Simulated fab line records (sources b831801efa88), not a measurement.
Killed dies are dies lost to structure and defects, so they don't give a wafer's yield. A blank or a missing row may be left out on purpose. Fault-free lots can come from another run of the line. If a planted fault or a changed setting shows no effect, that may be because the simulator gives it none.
fab line records	flow sky130
[record] lots = 6	wafers = 18	last_day = 50
route steps=708 shown CONTACT@421 PAD_OPEN@708
lots that met no fault: taken from a fault-free run of the same line
start_h: start of the lot's first displayed wafer, in hours after the record's first day	wait_h: hours from the lot's prior step to this one	" the same as in the row above	L1.1+2: a single row standing in for several wafers	- no value, or no start was given	* or withheld: withheld	< > ~ a bound
route shown NAME@n: names a module that has steps shown in the file, with the first one's number in the route	usual: average and standard deviation across the fault-free wafers	same: alike in all rows	chamber/n: place in a boat	sites: readings site by site	_std_site: the standard deviation of these	_edge_site: outer sites' mean less inner sites'	radius_mm: how far each site lies from the wafer's centre	mask NAME#n: copy n	behind: the last tool/chamber to shape the wafer	hold: what put the lot on hold/how long, in hours/how the hold closed	device: transistor that didn't switch, given as n, p or np	end of line: tests of these same wafers at the route's end	a step given without rows: its recipe and nothing more	killed: not the wafer's yield, but the dies lost to structure and defects at the first sort	map: a wafer's dies, x killed, . not, _ none there
set.NAME: the setting as run; set.NAME@STEP: as run at that earlier step	model.NAME: the simulator's own value behind a step, which no gauge read
certain route steps with their lots: each step a table, each wafer a row
services: from which hour (start_h, from the record's first day; less than 0 if before it) a tool's chamber was out of use, for how many hours, and why
[[steps]]
[step SKY_CONTACT_OVL_MEAS_15]
[usual] CONTACT_OVL = -1/5.8
lot.wafer	tool	chamber	start_h	wait_h	CONTACT_OVL[nm]
L646.3	overlay-02	-	747.41	0.1	-7
L646.4	"	-	"	"	-9
L646.5	"	-	"	"	-10
L652.1	overlay-01	-	795.35	0.1	-1
L652.2	"	-	"	"	1
L652.5	"	-	"	"	-7
L663.3	overlay-01	-	889.91	0.1	-5
L663.4	"	-	"	"	-6
L663.6	"	-	"	"	-7
L664.1	overlay-02	-	896.95	0.1	7
L664.2	"	-	"	"	9
L664.3	"	-	"	"	6
L665.2	overlay-01	-	901.16	0.1	-6
L665.3	"	-	"	"	-9
L665.6	"	-	"	"	-1
L667.2	overlay-01	-	904.31	0.1	2
L667.3	"	-	"	"	-4
L667.6	"	-	"	"	1
[step SKY_CONTACT_ETCH_16]
[recipe] chemistry = N2/H2	target = BARC	ion_energy_ev = 200	source_w = 500	bias_w = 100	pressure_mtorr = 30	n2_flow_sccm = 100	h2_flow_sccm = 200	stop_on = SiO2	time_s = 45.9	target_depth_a = 600
[usual] drypump_motor_current_A = 5.8/0.44	oes_product_au = 0.856/0.0048	rf_fwd_power_W = 495.1/2.5	throttle_valve_pct = 13.226/0.0098
lot.wafer	tool	chamber	start_h	wait_h	drypump_motor_current_A	oes_product_au	rf_fwd_power_W	rf_hours_counter_h	throttle_valve_pct
L646.3	rie_diel-03	2	747.44	0.0	6.3	0.852	495.3	19	13.228
L646.4	"	0	"	"	5.6	0.851	491.7	9	13.236
L646.5	"	2	"	"	6.3	0.858	491.9	-	13.236
L652.1	rie_diel-03	1	795.39	0.0	6.2	0.854	497.8	15	13.217
L652.2	"	2	"	"	6.3	0.861	492.8	20	13.227
L652.5	"	1	"	"	6.2	0.858	500.0	-	13.220
L663.3	rie_diel-04	2	889.94	0.0	5.4	0.856	498.5	10	13.221
L663.4	"	0	"	"	6.1	0.863	489.5	8	13.233
L663.6	"	0	"	"	6.2	0.860	489.8	-	13.209
L664.1	rie_diel-03	2	896.99	0.0	6.3	0.863	494.1	24	13.212
L664.2	"	3	"	"	4.7	0.850	497.9	2	13.228
L664.3	"	1	"	"	6.2	0.857	495.1	19	13.223
L665.2	rie_diel-03	2	901.19	0.0	6.3	0.859	493.1	25	13.213
L665.3	"	0	"	"	5.6	0.860	491.7	14	13.231
L665.6	"	1	"	"	6.2	0.856	497.4	-	13.212
L667.2	rie_diel-04	1	904.34	0.0	5.7	0.860	493.8	21	13.234
L667.3	"	0	"	"	6.1	0.856	491.3	8	13.240
L667.6	"	0	"	"	6.1	0.864	493.3	-	13.230
[step SKY_CONTACT_ETCH_17]
[recipe] target = SiO2	chemistry = C4F8/O2/Ar	stop_on = Si3N4	mask_material = KrF-thick	source_w = 1500	bias_w = 1200	pressure_mtorr = 40	c4f8_flow_sccm = withheld	O2_flow_sccm = 6	Ar_flow_sccm = 300	time_s = withheld	target_depth_a = 3400
[usual] oes_product_au = 0.891/0.0049	rf_fwd_power_W = 1488/7
lot.wafer	tool	chamber	start_h	wait_h	oes_product_au	rf_fwd_power_W
L646.3	rie_diel-03	2	747.48	0.0	0.890	1484
L646.4	"	0	"	"	0.893	1472
L646.5	"	2	"	"	0.892	1495
L652.1	rie_diel-03	1	795.43	0.0	0.892	1490
L652.2	"	2	"	"	0.891	1482
L652.5	"	1	"	"	0.887	1498
L663.3	rie_diel-04	2	889.98	0.0	0.881	1491
L663.4	"	0	"	"	0.895	1486
L663.6	"	0	"	"	0.895	1482
L664.1	rie_diel-03	2	897.03	0.0	0.897	1487
L664.2	"	3	"	"	0.890	1483
L664.3	"	1	"	"	0.895	1502
L665.2	rie_diel-03	2	901.23	0.0	0.891	1482
L665.3	"	0	"	"	0.895	1480
L665.6	"	1	"	"	0.898	1490
L667.2	rie_diel-04	1	904.38	0.0	0.886	1486
L667.3	"	0	"	"	0.891	1484
L667.6	"	0	"	"	0.882	1485
[step SKY_CONTACT_ETCH_18]
[recipe] target = Si3N4	chemistry = CHF3/O2	stop_on = TiN	source_w = 600	bias_w = 200	pressure_mtorr = 40	chf3_flow_sccm = 50	O2_flow_sccm = 5	time_s = 39	target_depth_a = 750
[step SKY_CONTACT_STRIP_19]
[recipe] chemistry = O2/N2	power_w = 1400	pressure_mtorr = 1500	platen_temp_c = withheld	o2_flow_sccm = 3000	n2_flow_sccm = 300	overash_fraction = 0.5
[usual] drypump_motor_current_A = 6.02/0.27	oes_product_au = 0.381/0.0045	strip_time_to_endpoint_s = 3.618/0.022
lot.wafer	tool	chamber	start_h	wait_h	drypump_motor_current_A	oes_product_au	rf_hours_counter_h	strip_time_to_endpoint_s
L646.3	plasma_asher-04	0	747.60	-	6.25	0.378	-	3.598
L646.4	"	1	"	"	5.96	0.377	-	3.598
L646.5	"	1	"	"	5.97	0.379	-	3.617
L652.1	plasma_asher-03	0	795.52	-	6.44	0.377	96	3.596
L652.2	"	1	"	"	6.00	0.383	96	3.619
L652.5	"	0	"	"	6.45	0.384	-	3.602
L663.3	plasma_asher-04	0	890.10	-	6.21	0.379	-	3.632
L663.4	"	1	"	"	5.97	0.376	-	3.632
L663.6	"	0	"	"	6.25	0.378	-	3.607
L664.1	plasma_asher-04	1	897.12	-	5.95	0.382	47	3.597
L664.2	"	0	"	"	6.26	0.376	47	3.626
L664.3	"	0	"	"	6.21	0.382	-	3.607
L665.2	plasma_asher-04	1	901.32	-	5.95	0.388	47	3.629
L665.3	"	1	"	"	5.96	0.382	-	3.604
L665.6	"	0	"	"	6.22	0.374	-	3.587
L667.2	plasma_asher-04	0	904.47	-	6.24	0.379	47	3.616
L667.3	"	0	"	"	6.24	0.387	-	3.602
L667.6	"	1	"	"	5.98	0.383	-	3.616
[step SKY_CONTACT_STRIP_20]
[recipe] chemistry = post_etch_residue_remover	time_s = 1200	temp_c = 72.5
[step SKY_CONTACT_CLEAN_21]
[recipe] chemistry = IPA	time_s = 180	temp_c = 25
[step SKY_CONTACT_CLEAN_22]
[recipe] chemistry = O3/DIW	dry = n2_spin
[step SKY_CONTACT_SPUTTER_23]
[recipe] material = TiN	target_thk_nm = 20	chamber_pressure_pa = 5	power_w = 4000	time_s = 77.13
[usual] chamber_pressure_pa = 4.999/0.01	throttle_valve_pct = 29.5/0.91
lot.wafer	tool	chamber	start_h	wait_h	chamber_pressure_pa	throttle_valve_pct
L646.3	pvd_sputter-03	-	748.23	0.0	5.000	30.4
L646.4	"	-	"	"	5.014	29.3
L646.5	"	-	"	"	5.000	30.5
L652.1	pvd_sputter-03	-	796.11	0.0	5.009	31.1
L652.2	"	-	"	"	5.007	30.3
L652.5	"	-	"	"	4.980	29.3
L663.3	pvd_sputter-02	-	890.66	0.0	4.986	29.7
L663.4	"	-	"	"	5.004	28.2
L663.6	"	-	"	"	4.998	28.9
L664.1	pvd_sputter-02	-	897.71	0.0	5.002	29.2
L664.2	"	-	"	"	5.004	29.2
L664.3	"	-	"	"	5.018	28.1
L665.2	pvd_sputter-03	-	901.91	0.0	5.004	30.9
L665.3	"	-	"	"	5.001	29.2
L665.6	"	-	"	"	4.998	30.9
L667.2	pvd_sputter-03	-	905.06	0.0	4.998	29.1
L667.3	"	-	"	"	4.987	30.9
L667.6	"	-	"	"	5.018	29.0
[step SKY_CONTACT_CVD_24]
[recipe] material = W	target_thk_nm = 340	time_s = 102.12	temp_c = 400	pressure_torr = 40
[usual] heater_power_w = 880/85
lot.wafer	tool	chamber	start_h	wait_h	heater_power_w
L646.3	cvd_w-01	0	748.32	0.1	849
L646.4	"	1	"	"	799
L646.5	"	1	"	"	771
L652.1	cvd_w-01	0	796.17	0.0	835
L652.2	"	1	"	"	796
L652.5	"	1	"	"	775
L663.3	cvd_w-01	1	890.76	0.1	775
L663.4	"	0	"	"	830
L663.6	"	1	"	"	787
L664.1	cvd_w-02	1	897.77	0.0	919
L664.2	"	0	"	"	984
L664.3	"	1	"	"	928
L665.2	cvd_w-01	0	901.97	0.0	829
L665.3	"	1	"	"	795
L665.6	"	0	"	"	835
L667.2	cvd_w-02	0	905.12	0.0	970
L667.3	"	0	"	"	1006
L667.6	"	0	"	"	1001
[step SKY_CONTACT_RS_MEAS_25]
[recipe] thk_meas_gauge = four-point-probe	reads = W_of_CONTACT_CVD_24+TiN_of_CONTACT_SPUTTER_23
[usual] CONTACT_W_RS = 0.340/0.0037
lot.wafer	tool	chamber	start_h	wait_h	CONTACT_W_RS[ohm/sq]
L646.3	film_metro-03	-	748.44	0.1	0.336
L646.4	"	-	"	"	0.338
L646.5	"	-	"	"	0.337
L652.1	film_metro-03	-	796.28	0.1	0.335
L652.2	"	-	"	"	0.333
L652.5	"	-	"	"	0.335
L663.3	film_metro-04	-	890.87	0.1	0.340
L663.4	"	-	"	"	0.339
L663.6	"	-	"	"	0.340
L664.1	film_metro-01	-	897.88	0.1	0.338
L664.2	"	-	"	"	0.337
L664.3	"	-	"	"	0.341
L665.2	film_metro-01	-	902.10	0.1	0.338
L665.3	"	-	"	"	0.335
L665.6	"	-	"	"	0.335
L667.2	film_metro-03	-	905.25	0.1	0.334
L667.3	"	-	"	"	0.337
L667.6	"	-	"	"	0.341
[step SKY_CONTACT_THK_MEAS_26]
[recipe] thk_meas_gauge = xrf	reads = W_of_CONTACT_CVD_24
[usual] CONTACT_W_THK = 335/4.7
lot.wafer	tool	chamber	start_h	wait_h	CONTACT_W_THK[nm]
L646.3	film_metro-03	-	748.54	0.1	340
L646.4	"	-	"	"	337
L646.5	"	-	"	"	340
L652.1	film_metro-03	-	796.40	0.1	341
L652.2	"	-	"	"	344
L652.5	"	-	"	"	343
L663.3	film_metro-04	-	890.97	0.1	333
L663.4	"	-	"	"	332
L663.6	"	-	"	"	332
L664.1	film_metro-01	-	898.00	0.1	341
L664.2	"	-	"	"	342
L664.3	"	-	"	"	338
L665.2	film_metro-01	-	902.21	0.1	341
L665.3	"	-	"	"	345
L665.6	"	-	"	"	342
L667.2	film_metro-03	-	905.36	0.1	339
L667.3	"	-	"	"	337
L667.6	"	-	"	"	334
[step SKY_CONTACT_CMP_27]
[recipe] stop_on = SiO2	t_overpolish_s = 15	down_force_psi = 3.5	platen_rpm = 60	target_thk_nm = 0	pad_velocity_m_s = 0.94248
[usual] edge_zone_pressure_frac = 1.000/0.0051	head_pressure_psi = 3.499/0.0078	motor_current_A = 11.3/0.76	overpolish_run_s = 15.000/0.0084	platen_rpm = 60.00/0.043	retaining_ring_pressure_frac = 1.000/0.0054	time_to_endpoint_s = 82.6/2.8
lot.wafer	tool	chamber	start_h	wait_h	edge_zone_pressure_frac	head_pressure_psi	motor_current_A	overpolish_run_s	platen_rpm	retaining_ring_pressure_frac	time_to_endpoint_s	model.W_of_CONTACT_CVD_24.thk_nm	model.SiO2_of_CONTACT_HDPCVD_02.thk_nm
L646.4	cmp-02	2	748.58	0.0	1.002	3.495	11.7	15.005	60.02	0.999	84.6	0	338.3
L646.3	"	0	"	"	0.990	3.497	10.3	15.013	60.00	1.001	83.9	0	337.5
L646.5	"	3	"	"	1.005	3.500	11.6	15.001	59.99	0.996	83.6	0	337.9
L652.2	cmp-01	2	796.46	0.0	0.998	3.490	11.1	15.005	59.99	0.991	82.0	0	337.3
L652.1	"	0	"	"	0.998	3.502	12.9	15.009	60.04	0.999	81.7	0	336.5
L652.5	"	2	"	"	0.997	3.497	10.5	15.022	59.98	1.004	78.9	0	337.6
L663.3	cmp-01	3	891.11	0.1	-	-	-	-	-	-	-	339	339.4
L663.4	"	0	"	"	-	-	-	-	-	-	-	339.4	341.6
L663.6	"	1	"	"	-	-	-	-	-	-	-	338.9	339.8
L664.1	cmp-02	1	898.11	0.1	-	-	-	-	-	-	-	340.1	339.6
L664.2	"	2	"	"	-	-	-	-	-	-	-	340.7	340.7
L664.3	"	3	"	"	-	-	-	-	-	-	-	337.4	340.6
L665.3	cmp-01	2	902.26	0.0	0.997	3.511	10.8	14.992	59.98	1.004	85.6	0	337.1
L665.2	"	1	"	"	1.003	3.500	11.1	15.020	59.98	1.009	85.1	0	337.8
L665.6	"	3	"	"	1.000	3.496	11.9	14.982	60.01	0.998	84.0	0	337.9
L667.2	cmp-02	0	905.41	0.0	1.007	3.497	10.0	15.005	60.01	1.000	85.2	0	337
L667.3	"	1	"	"	0.997	3.514	11.2	14.994	60.03	1.015	86.1	0	337.7
L667.6	"	0	"	"	1.002	3.501	10.4	15.001	59.97	0.993	83.1	0	336.1
[step SKY_PAD_OPEN_PROBE_99]
[usual] killed_at_M0_to_M3 = 44/7	killed_at_M4_up = 3.2/2	killed_at_contacts = 25/5.3	killed_at_front_end = 15/4.3	killed_at_other = 0.3/0.54	killed_dies = 86/8.7	killed_on_rim = 17/3.6	killed_open = 47/6.4	killed_short = 39/5.6
[same] gross_dies = 492	killed_at_back_side = 0
lot.wafer	tool	chamber	start_h	wait_h	killed_at_M0_to_M3	killed_at_M4_up	killed_at_contacts	killed_at_front_end	killed_at_other	killed_dies	killed_on_rim	killed_open	killed_short
L646.3	prober-01	-	1082.50	0.2	49	5	26	12	1	93	21	49	44
L646.4	prober-01	-	1082.55	0.2	39	2	22	5	1	69	10	28	41
L646.5	prober-01	-	1082.60	0.2	38	4	29	12	0	83	15	42	41
L663.3	prober-02	-	1184.69	0.2	45	6	431	9	1	492	96	46	38
L663.4	prober-02	-	1184.74	0.2	43	3	427	18	1	492	96	43	38
L663.6	prober-02	-	1184.84	0.2	50	1	426	15	0	492	96	52	45
L664.1	prober-01	-	1190.19	0.1	32	1	439	20	0	492	96	44	33
L664.2	prober-01	-	1190.24	0.1	44	4	425	19	0	492	96	50	44
L664.3	prober-01	-	1190.29	0.2	46	1	427	18	0	492	96	54	34
// killed by level:class
L646.3 VIA1:geometric_particle:open=13 VIA2:geometric_particle:open=10 METAL2:geometric_particle:short=8 LI_CONTACT:geometric_particle:open=7 CONTACT:geometric_particle:short=6 CONTACT:geometric_particle:open=5 VIA1:geometric_particle:short=5 LI_CONTACT:geometric_particle:short=4
L646.4 VIA1:geometric_particle:open=8 CONTACT:geometric_particle:short=7 LI_CONTACT:geometric_particle:open=6 LOCAL_INTERCONNECT:geometric_particle:short=5 METAL1:geometric_particle:short=5 METAL2:geometric_particle:short=5 VIA2:geometric_particle:short=4 VIA3:geometric_particle:open=4
L646.5 VIA3:geometric_particle:open=11 CONTACT:geometric_particle:short=8 LI_CONTACT:geometric_particle:open=7 LOCAL_INTERCONNECT:geometric_particle:short=7 VIA1:geometric_particle:open=6 CONTACT:geometric_particle:open=5 VIA2:geometric_particle:open=5 METAL2:geometric_particle:short=4
L663.3 CONTACT:area_cmp=408 VIA1:geometric_particle:open=11 VIA3:geometric_particle:open=7 LI_CONTACT:geometric_particle:open=7 VIA1:geometric_particle:short=7 VIA2:geometric_particle:open=7 LOCAL_INTERCONNECT:geometric_particle:short=5 CONTACT:geometric_particle:open=5
L663.4 CONTACT:area_cmp=410 VIA1:geometric_particle:open=13 CONTACT:geometric_particle:open=9 METAL2:geometric_particle:short=9 VIA1:geometric_particle:short=6 VIA2:geometric_particle:open=6 CONTACT:geometric_particle:short=5 FIELD_ISO:geometric_particle:open=4
L663.6 CONTACT:area_cmp=394 VIA1:geometric_particle:open=12 CONTACT:geometric_particle:open=10 VIA2:geometric_particle:open=9 LI_CONTACT:geometric_particle:open=8 VIA1:geometric_particle:short=6 LOCAL_INTERCONNECT:geometric_particle:short=6 CONTACT:geometric_particle:short=6
L664.1 CONTACT:area_cmp=415 FIELD_ISO:geometric_particle:short=10 CONTACT:geometric_particle:open=10 VIA3:geometric_particle:open=8 LI_CONTACT:geometric_particle:open=7 LOCAL_INTERCONNECT:geometric_particle:short=6 FIELD_ISO:geometric_particle:open=5 VIA2:geometric_particle:open=5
L664.2 CONTACT:area_cmp=398 VIA3:geometric_particle:open=12 METAL2:geometric_particle:short=9 LI_CONTACT:geometric_particle:open=7 LOCAL_INTERCONNECT:geometric_particle:short=7 POLY_GATE:geometric_particle:open=6 VIA2:geometric_particle:open=6 CONTACT:geometric_particle:short=5
L664.3 CONTACT:area_cmp=404 VIA1:geometric_particle:open=13 LI_CONTACT:geometric_particle:open=8 CONTACT:geometric_particle:open=8 VIA3:geometric_particle:open=8 METAL2:geometric_particle:short=7 FIELD_ISO:geometric_particle:open=6 VIA2:geometric_particle:open=6
// map L663.3 (x killed, . not)
__________xxxxxxxxxx_________
________xxxxxxxxxxxxxx_______
______xxxxxxxxxxxxxxxxxx_____
_____xxxxxxxxxxxxxxxxxxxx____
____xxxxxxxxxxxxxxxxxxxxxx___
___xxxxxxxxxxxxxxxxxxxxxxxx__
__xxxxxxxxxxxxxxxxxxxxxxxxxx_
_xxxxxxxxxxxxxxxxxxxxxxxxxxxx
_xxxxxxxxxxxxxxxxxxxxxxxxxxxx
_xxxxxxxxxxxxxxxxxxxxxxxxxxxx
_xxxxxxxxxxxxxxxxxxxxxxxxxxxx
_xxxxxxxxxxxxxxxxxxxxxxxxxxxx
_xxxxxxxxxxxxxxxxxxxxxxxxxxxx
_xxxxxxxxxxxxxxxxxxxxxxxxxxxx
_xxxxxxxxxxxxxxxxxxxxxxxxxxxx
__xxxxxxxxxxxxxxxxxxxxxxxxxx_
___xxxxxxxxxxxxxxxxxxxxxxxx__
____xxxxxxxxxxxxxxxxxxxxxx___
_____xxxxxxxxxxxxxxxxxxxx____
______xxxxxxxxxxxxxxxxxx_____
________xxxxxxxxxxxxxx_______
__________xxxxxxxxxx_________
// map L664.1 (x killed, . not)
__________xxxxxxxxxx_________
________xxxxxxxxxxxxxx_______
______xxxxxxxxxxxxxxxxxx_____
_____xxxxxxxxxxxxxxxxxxxx____
____xxxxxxxxxxxxxxxxxxxxxx___
___xxxxxxxxxxxxxxxxxxxxxxxx__
__xxxxxxxxxxxxxxxxxxxxxxxxxx_
_xxxxxxxxxxxxxxxxxxxxxxxxxxxx
_xxxxxxxxxxxxxxxxxxxxxxxxxxxx
_xxxxxxxxxxxxxxxxxxxxxxxxxxxx
_xxxxxxxxxxxxxxxxxxxxxxxxxxxx
_xxxxxxxxxxxxxxxxxxxxxxxxxxxx
_xxxxxxxxxxxxxxxxxxxxxxxxxxxx
_xxxxxxxxxxxxxxxxxxxxxxxxxxxx
_xxxxxxxxxxxxxxxxxxxxxxxxxxxx
__xxxxxxxxxxxxxxxxxxxxxxxxxx_
___xxxxxxxxxxxxxxxxxxxxxxxx__
____xxxxxxxxxxxxxxxxxxxxxx___
_____xxxxxxxxxxxxxxxxxxxx____
______xxxxxxxxxxxxxxxxxx_____
________xxxxxxxxxxxxxx_______
__________xxxxxxxxxx_________
[[services]]
tool	chamber	start_h	hours	kind
cvd_w-02	-	732.99	1.2	repair
cmp-02	-	744.00	4.0	pm
cmp-01	-	761.35	9.3	pm
rie_diel-04	-	763.81	2.8	pm
rie_diel-03	2	770.64	1.2	repair
cmp-02	-	782.87	4.0	repair
rie_diel-03	2	782.93	5.0	repair
rie_diel-04	1	796.11	2.8	repair
rie_diel-03	-	799.12	14.6	pm
cmp-01	-	807.41	2.2	repair
rie_diel-04	1	815.08	4.6	repair
rie_diel-03	3	816.11	35.8	repair
cmp-01	-	818.83	0.3	repair
rie_diel-03	0	819.56	14.3	repair
rie_diel-03	2	826.09	1.9	repair
cmp-02	-	829.82	3.9	repair
rie_diel-04	3	837.18	1.4	repair
rie_diel-03	1	844.06	9.0	repair
cvd_w-01	0	851.99	8.1	repair
cmp-02	-	864.14	9.1	pm
cmp-01	-	881.58	3.0	repair
plasma_asher-04	-	890.69	1.2	repair
cvd_w-01	-	903.25	0.9	repair
cvd_w-01	-	904.20	14.0	pm
[[key]]
[first_sign] step = SKY_CONTACT_CMP_27	reading = tool_record	direction = missing
[effect] step = SKY_PAD_OPEN_PROBE_99	reading = killed_at_contacts	direction = up	sigmas = 76	usual = 25	struck = 429
[model_effect] step = SKY_CONTACT_CMP_27	value = W_of_CONTACT_CVD_24.thk_nm	without = 0	struck = 339.3
[more_kills_born_at] SKY_CONTACT_CMP_27@cmp-02 = 1207	SKY_CONTACT_CMP_27@cmp-01 = 1199
met_at SKY_CONTACT_CMP_27
struck_wafers L663.3,L663.4,L663.6,L664.1,L664.2,L664.3
later_rows_left_out L663.3,L663.4,L663.6,L664.1,L664.2,L664.3
tester_left_out L663,L664
onset_between 796.46 891.11
[fault] kind = skipped_step_whole	tool = cmp-01,cmp-02	chamber = -	onset_h = 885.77	steps = SKY_CONTACT_CMP_27	scope = struck_lots_only
// tester_left_out: of these lots the tester's yield and bins aren't shown, on N5 and GAA mostly nor the transistor test; their killed dies are dies lost to structure and defects alone, not to doping, threshold or leakage, so they don't give the yield
// later_rows_left_out: the simulator's readings of these wafers behind a module that went badly wrong aren't trusted and aren't shown, but for the sort
